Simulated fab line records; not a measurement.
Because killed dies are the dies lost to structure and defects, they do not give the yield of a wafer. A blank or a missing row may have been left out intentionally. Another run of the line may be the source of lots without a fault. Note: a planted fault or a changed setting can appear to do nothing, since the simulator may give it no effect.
Which tool is to blame? + flow sky130 + 6 lots, 18 wafers sampled, at 1 step of a route of 708

WHAT THE GAUGES READ, wafer by wafer
SKY_VIA2_CD_MEAS_12: target cd 200 nm.
| lot  | measured     | on        | cd_nm (nm)        |
|------|--------------|-----------|-------------------|
| L336 | day 35 22:29 | cd_sem-01 | 200.5 202.6 199.9 |
| L343 | day 39 11:13 | cd_sem-02 | 200.2 201.3 200.4 |
| L346 | day 39 17:11 | cd_sem-01 | 196.7 196.2 196.0 |
| L352 | day 42 05:08 | cd_sem-01 | 200.8 201.3 201.0 |
| L355 | day 42 11:34 | cd_sem-01 | 200.9 202.6 202.7 |
| L358 | day 43 04:37 | cd_sem-02 | 201.7 201.6 201.1 |

WHICH TOOL RAN EACH LOT (tool, then ch and the chambers of the sampled wafers, then the start)
There is no process step in the record ahead of these readings.

THE ANSWER, worked out from the rows above alone
Rule: the usual values come from the lots themselves. Put in order of their means at a reading, lots are off if they are a third of the lots or fewer, leave a main group of 4 or more, and stand apart from it by a gap of 3 or more times the standard deviation of the main group's means; of several such gaps the widest counts. A main group whose means are all the same, to the digits that the tables above print for the reading, isn't used. A lot without any number at a reading at which 4 lots or more have one is off too. All remaining lots with rows at the step are treated as sound.
Off, at SKY_VIA2_CD_MEAS_12 on cd_nm: L346. For the main group the mean is 201.2 nm and the standard deviation 0.49.
If a tool, at a process step before that reading, ran all the lots that are off and no sound lot after the first of them, it fits. Gauges at SKY_VIA2_CD_MEAS_12: tried the same way as those tools. No candidate that was tried fits.

WHAT HAD BEEN PUT IN BY THE SIMULATOR
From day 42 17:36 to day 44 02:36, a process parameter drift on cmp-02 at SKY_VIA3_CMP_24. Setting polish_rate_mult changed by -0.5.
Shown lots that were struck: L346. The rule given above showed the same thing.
